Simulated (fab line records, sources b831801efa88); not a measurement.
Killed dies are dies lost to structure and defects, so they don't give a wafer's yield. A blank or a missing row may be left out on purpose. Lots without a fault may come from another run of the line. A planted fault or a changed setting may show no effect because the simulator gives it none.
Which tool did it? | flow gf180mcu | 14 lots, 42 wafers sampled, at 2 steps of a route of 602

WHAT THE GAUGES READ, wafer by wafer
GF_HV_LDD_OVL_MEAS_08.
lot  | measured     | on         | HV_LDD_OVL (nm)
L159 | day 10 05:46 | overlay-01 | -1.6 -1.7 -0.8
L160 | day 10 06:42 | overlay-01 | -2.5 -3.4 -2.2
L161 | day 10 18:05 | overlay-01 | 1.7 1.7 2.4
L162 | day 11 00:37 | overlay-02 | -2.0 -0.8 -1.4
L163 | day 11 12:16 | overlay-02 | -0.5 -0.3 -0.2
L167 | day 12 08:10 | overlay-01 | 0.0 -0.6 -0.7
L169 | day 13 05:44 | overlay-02 | -0.6 0.5 1.1
L170 | day 13 09:43 | overlay-01 | 1.1 1.3 1.8
L172 | day 14 04:58 | overlay-02 | -1.3 -0.7 -1.5
L175 | day 15 00:16 | overlay-02 | 2.1 2.4 1.6
L177 | day 15 15:20 | overlay-01 | 1.3 0.5 0.2
L180 | day 16 12:16 | overlay-02 | -2.9 -2.1 -2.3
L181 | day 16 20:55 | overlay-02 | -1.1 -1.7 -1.6
L182 | day 16 22:55 | overlay-02 | -0.6 -1.3 -1.3

GF_HV_LDD_TW_MEAS_11.
lot  | measured     | on            | HV_LDD_TW
L159 | day 10 06:13 | film_metro-01 | 2448 2437 2438
L160 | day 10 07:00 | film_metro-03 | 2427 2422 2424
L161 | day 10 18:23 | film_metro-03 | 2431 2429 2425
L162 | day 11 00:55 | film_metro-02 | 2419 2401 2405
L163 | day 11 12:33 | film_metro-02 | 2403 2420 2427
L167 | day 12 08:28 | film_metro-03 | 2423 2402 2412
L169 | day 13 06:01 | film_metro-01 | 2473 2469 2464
L170 | day 13 10:00 | film_metro-02 | 2436 2434 2420
L172 | day 14 05:15 | film_metro-02 | 2423 2431 2441
L175 | day 15 00:34 | film_metro-03 | 2420 2428 2428
L177 | day 15 15:37 | film_metro-01 | 2454 2451 2460
L180 | day 16 12:34 | film_metro-01 | 2447 2452 2467
L181 | day 16 21:12 | film_metro-01 | 2476 2463 2469
L182 | day 16 23:13 | film_metro-03 | 2406 2400 2410

WHICH TOOL RAN EACH LOT (tool, then ch and the chambers of the sampled wafers, then the start)
The record holds no process step before these readings.

WHAT THE TOOLS THEMSELVES READ (means of the sampled wafers that have a number; where no wafer has one, the mark that the record gives instead)
The record holds no such reading with a usual standard deviation.

THE ANSWER, worked out from the rows above alone
Rule: what is usual is taken from the lots themselves. Put in order of their means at a reading, lots are off if they are a third of the lots or fewer, leave a main group of 4 or more, and stand apart from it by a gap of 3 or more times the standard deviation of the main group's means; of several such gaps the widest counts. A main group whose means are all the same, to the digits that the tables above print for the reading, isn't used. A lot without any number at a reading at which 4 lots or more have one is off too. The other lots that the step has rows for count as sound. The gauges are gone through in route order, then the tools' own readings, and for those a lot's mean is taken as printed above. The first step at which some lot is off is used, and at that step the reading that is off furthest; a lot without a number counts as furthest.
No lot is off at any reading shown: from this, nothing can be told.

WHAT THE SIMULATOR HAD PUT IN
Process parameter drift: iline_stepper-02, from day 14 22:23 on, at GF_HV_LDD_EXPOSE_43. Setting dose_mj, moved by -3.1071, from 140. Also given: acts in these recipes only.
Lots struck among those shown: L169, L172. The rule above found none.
